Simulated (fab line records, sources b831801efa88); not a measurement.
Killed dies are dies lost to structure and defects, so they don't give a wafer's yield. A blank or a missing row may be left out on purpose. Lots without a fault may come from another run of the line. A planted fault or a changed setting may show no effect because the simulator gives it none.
fab line records | flow sky130 | part 2 of 2: steps 33 to 42 of 42
record lots=5 wafers=15 last_day=50
route steps=708 shown CAPM@554 METAL3@555 VIA3@573
lots that met no fault: from a run of the same line without faults
start_h: hours from the record's first day to the start of the lot's first wafer shown | wait_h: hours since the lot's step before | " the same as in the row above | L1.1+2: a row that stands for several wafers | - no value, or no start given | * or withheld: withheld | < > ~ a bound
route shown NAME@n: a module of which the file shows steps, and the number in the route of the first | usual: mean/standard deviation of fault-free wafers | same: alike in all rows | chamber/n: place in a boat | sites: the reading at each site | _std_site: their standard deviation | _edge_site: outer sites' mean less inner sites' | radius_mm: how far each site lies from the wafer's centre | mask NAME#n: copy n | behind: the tool/chamber that last shaped the wafer | hold: why the lot was held/for how many hours/how that ended | device: the transistor (n, p or np) that didn't switch | end of line: the same wafers' tests at the end of the route | a step without rows: its recipe alone | killed: dies lost to structure and defects at the first sort, not the wafer's yield | map: a wafer's dies, x killed, . not, _ none there
set.NAME: the setting as run; set.NAME@STEP: as run at that earlier step | model.NAME: the simulator's own value behind a step, which no gauge read
lots at some steps of the route; a table a step, a row a wafer
services: from which hour (start_h, from the record's first day; less than 0 if before it) a tool's chamber was out of use, for how many hours, and why
## steps
# step SKY_VIA3_OVL_MEAS_13
# usual VIA3_OVL=6/4.8
# columns lot.wafer tool chamber start_h wait_h VIA3_OVL[nm]
L074.1 overlay-01 - 916.41 0.1 0
L074.3 " - " " 9
L074.4 " - " " 4
L077.3 overlay-02 - 940.77 0.1 3
L077.5 " - " " 3
L077.6 " - " " 0
L084.1 overlay-01 - 996.37 0.1 -1
L084.3 " - " " -1
L084.5 " - " " 2
L086.3 overlay-01 - 1010.29 0.1 -1
L086.5 " - " " 6
L086.6 " - " " 1
L097.2 overlay-02 - 1079.27 0.1 15
L097.3 " - " " 6
L097.6 " - " " 4
# step SKY_VIA3_ETCH_14
# recipe chemistry=N2/H2 target=BARC ion_energy_ev=200 source_w=500 bias_w=100 pressure_mtorr=30 n2_flow_sccm=100 h2_flow_sccm=200 stop_on=SiO2 time_s=45.9 target_depth_a=600
# usual drypump_motor_current_A=5.7/0.54 oes_product_au=0.855/0.0047 throttle_valve_pct=13.225/0.0091
# columns lot.wafer tool chamber start_h wait_h drypump_motor_current_A oes_product_au rf_hours_counter_h throttle_valve_pct
L074.1 rie_diel-04 2 916.45 0.0 6.2 0.859 5 13.216
L074.3 " 3 " " 5.8 0.865 14 13.226
L074.4 " 0 " " 6.3 0.853 26 13.248
L077.3 rie_diel-04 1 940.80 0.0 4.7 0.856 19 13.217
L077.5 " 2 " " 6.2 0.862 - 13.221
L077.6 " 1 " " 4.7 0.851 - 13.217
L084.1 rie_diel-01 2 996.41 0.0 5.6 0.859 15 13.218
L084.3 " 1 " " 5.5 0.851 21 13.225
L084.5 " 3 " " 5.5 0.855 - 13.225
L086.3 rie_diel-01 1 1010.32 0.0 5.6 0.858 21 13.223
L086.5 " 3 " " 5.5 0.855 - 13.235
L086.6 " 0 " " 5.3 0.860 - 13.206
L097.2 rie_diel-04 1 1079.30 0.0 4.8 0.856 24 13.225
L097.3 " 3 " " 5.8 0.859 19 13.216
L097.6 " 0 " " 6.4 0.853 - 13.239
# step SKY_VIA3_ETCH_15
# recipe target=SiO2 chemistry=C4F8/O2/Ar target_depth_nm=507 stop_on=TiN mask_material=KrF-thick source_w=1500 bias_w=1200 pressure_mtorr=40 c4f8_flow_sccm=withheld O2_flow_sccm=6 Ar_flow_sccm=300 time_s=78
# usual oes_product_au=0.946/0.0049
# columns lot.wafer tool chamber start_h wait_h oes_product_au rf_hours_counter_h
L074.1 rie_diel-04 2 916.49 0.0 0.941 5
L074.3 " 3 " " 0.940 14
L074.4 " 0 " " 0.941 26
L077.3 rie_diel-04 1 940.84 0.0 0.943 19
L077.5 " 2 " " 0.948 -
L077.6 " 1 " " 0.946 -
L084.1 rie_diel-01 2 996.45 0.0 0.952 15
L084.3 " 1 " " 0.954 21
L084.5 " 3 " " 0.945 -
L086.3 rie_diel-01 1 1010.36 0.0 0.951 21
L086.5 " 3 " " 0.940 -
L086.6 " 0 " " 0.949 -
L097.2 rie_diel-04 1 1079.34 0.0 0.950 24
L097.3 " 3 " " 0.941 19
L097.6 " 0 " " 0.943 -
# step SKY_VIA3_STRIP_16
# recipe chemistry=O2/N2 power_w=1400 pressure_mtorr=1500 platen_temp_c=withheld o2_flow_sccm=3000 n2_flow_sccm=300 overash_fraction=0.5
# usual drypump_motor_current_A=5.6/0.5 oes_product_au=0.403/0.0043 strip_time_to_endpoint_s=4.143/0.024
# columns lot.wafer tool chamber start_h wait_h drypump_motor_current_A oes_product_au rf_hours_counter_h strip_time_to_endpoint_s
L074.1 plasma_asher-03 0 916.55 0.0 5.4 0.404 17 4.125
L074.3 " 0 " " 5.4 0.407 - 4.153
L074.4 " 1 " " 5.3 0.406 - 4.146
L077.3 plasma_asher-03 0 940.93 0.1 5.4 0.410 - 4.179
L077.5 " 1 " " 5.3 0.399 - 4.154
L077.6 " 0 " " 5.4 0.405 - 4.186
L084.1 plasma_asher-03 0 996.51 0.0 5.4 0.398 25 4.124
L084.3 " 1 " " 5.4 0.397 - 4.151
L084.5 " 0 " " 5.4 0.398 - 4.191
L086.3 plasma_asher-03 1 1010.45 0.1 5.3 0.397 - 4.138
L086.5 " 1 " " 5.3 0.400 - 4.146
L086.6 " 0 " " 5.4 0.400 - 4.106
L097.2 plasma_asher-04 1 1079.40 0.0 5.8 0.405 64 4.163
L097.3 " 1 " " 5.8 0.406 - 4.168
L097.6 " 0 " " 4.7 0.408 - 4.196
# step SKY_VIA3_STRIP_17
# recipe chemistry=post_etch_residue_remover time_s=1200 temp_c=72.5
# columns lot.wafer tool chamber start_h wait_h
L074.1+3+4 wet_bench-03 3 916.65 0.1
L077.3+5+6 wet_bench-03 2 941.00 0.0
L084.1+3+5 wet_bench-04 0 996.61 0.1
L086.3+5+6 wet_bench-04 1 1010.52 0.0
L097.2+3+6 wet_bench-04 0 1079.50 0.1
# step SKY_VIA3_CLEAN_18
# recipe chemistry=IPA time_s=180 temp_c=25
# columns lot.wafer tool chamber start_h wait_h
L074.1+3+4 wet_bench-04 0 916.99 0.0
L077.3+5+6 wet_bench-02 1 941.34 0.0
L084.1+3+5 wet_bench-02 3 996.95 0.0
L086.3+5+6 wet_bench-04 2 1010.92 0.1
L097.2+3+6 wet_bench-03 2 1079.84 0.0
# step SKY_VIA3_CLEAN_19
# recipe chemistry=O3/DIW dry=n2_spin
# columns lot.wafer tool chamber start_h wait_h
L074.1+3+4 wet_bench-02 1 917.05 0.0
L077.3+5+6 wet_bench-03 3 941.40 0.0
L084.1+3+5 wet_bench-04 3 997.01 0.0
L086.3+5+6 wet_bench-04 2 1010.98 0.0
L097.2+3+6 wet_bench-04 2 1079.90 0.0
# step SKY_VIA3_SPUTTER_20
# recipe material=TiN target_thk_nm=20 chamber_pressure_pa=5 power_w=4000 time_s=80
# usual chamber_pressure_pa=5.002/0.011 throttle_valve_pct=29.4/0.74
# columns lot.wafer tool chamber start_h wait_h chamber_pressure_pa throttle_valve_pct
L074.1 pvd_sputter-01 - 917.15 0.0 4.996 30.0
L074.3 " - " " 5.022 28.8
L074.4 " - " " 4.998 29.2
L077.3 pvd_sputter-01 - 941.50 0.0 4.989 29.1
L077.5 " - " " 5.018 28.2
L077.6 " - " " 4.995 28.8
L084.1 pvd_sputter-02 - 997.10 0.0 5.006 31.5
L084.3 " - " " 4.998 29.4
L084.5 " - " " 5.014 29.8
L086.3 pvd_sputter-03 - 1011.07 0.0 4.986 29.6
L086.5 " - " " 5.001 29.3
L086.6 " - " " 5.018 29.2
L097.2 pvd_sputter-01 - 1079.99 0.0 5.015 28.9
L097.3 " - " " 5.010 28.8
L097.6 " - " " 5.010 28.0
# step SKY_VIA3_CVD_21
# recipe material=W target_thk_nm=390 time_s=117.31 temp_c=400 pressure_torr=40
# usual heater_power_outer_w=516/38 heater_power_w=861/78
# columns lot.wafer tool chamber start_h wait_h heater_power_outer_w heater_power_w
L074.1 cvd_w-02 1 917.21 0.0 545 963
L074.3 " 1 " " 550 973
L074.4 " 0 " " 527 853
L077.3 cvd_w-02 1 941.60 0.1 555 977
L077.5 " 1 " " 562 948
L077.6 " 0 " " 525 836
L084.1 cvd_w-02 0 997.16 0.0 531 864
L084.3 " 0 " " 535 839
L084.5 " 0 " " 522 869
L086.3 cvd_w-01 1 1011.17 0.1 457 742
L086.5 " 1 " " 461 760
L086.6 " 0 " " 547 894
L097.2 cvd_w-01 1 1080.05 0.0 451 765
L097.3 " 0 " " 544 867
L097.6 " 0 " " 542 872
# step SKY_VIA3_RS_MEAS_22
# recipe thk_meas_gauge=four-point-probe reads=W_of_VIA3_CVD_21+TiN_of_VIA3_SPUTTER_20
# usual VIA3_W_RS=0.295/0.0037
# columns lot.wafer tool chamber start_h wait_h VIA3_W_RS[ohm/sq]
L074.1 film_metro-04 - 917.33 0.1 0.293
L074.3 " - " " 0.291
L074.4 " - " " 0.296
L077.3 film_metro-04 - 941.72 0.1 0.289
L077.5 " - " " 0.290
L077.6 " - " " 0.295
L084.1 film_metro-04 - 997.28 0.1 0.295
L084.3 " - " " 0.292
L084.5 " - " " 0.294
L086.3 film_metro-01 - 1011.29 0.1 0.298
L086.5 " - " " 0.300
L086.6 " - " " 0.296
L097.2 film_metro-01 - 1080.20 0.1 0.299
L097.3 " - " " 0.294
L097.6 " - " " 0.293
## services
# columns tool chamber start_h hours kind
plasma_asher-03 - 855.42 2.8 pm
rie_metal-04 1 866.64 1.6 repair
rie_metal-04 0 887.31 3.6 repair
plasma_asher-03 - 892.76 7.6 repair
krf_scanner-02 - 905.59 0.7 repair
krf_scanner-02 - 909.42 1.9 repair
rie_metal-02 - 920.07 4.3 pm
rie_diel-01 1 922.30 16.1 repair
krf_scanner-02 - 929.71 1.3 pm
rie_diel-01 - 931.00 1.1 repair
wet_bench-03 - 936.82 4.1 repair
krf_scanner-02 - 943.13 0.8 pm
cmp-01 - 973.68 1.5 repair
krf_scanner-02 - 979.15 1.0 pm
rie_metal-02 - 986.70 15.6 pm
cmp-01 - 987.55 3.5 repair
rie_diel-04 3 989.69 9.6 repair
rie_diel-04 1 991.24 2.2 repair
rie_metal-02 - 1002.30 1.4 pm
rie_diel-04 - 1015.23 2.8 pm
cmp-01 - 1026.94 0.5 repair
plasma_asher-03 - 1042.91 0.7 repair
rie_metal-04 - 1056.90 14.6 pm
rie_diel-04 - 1066.60 0.3 repair
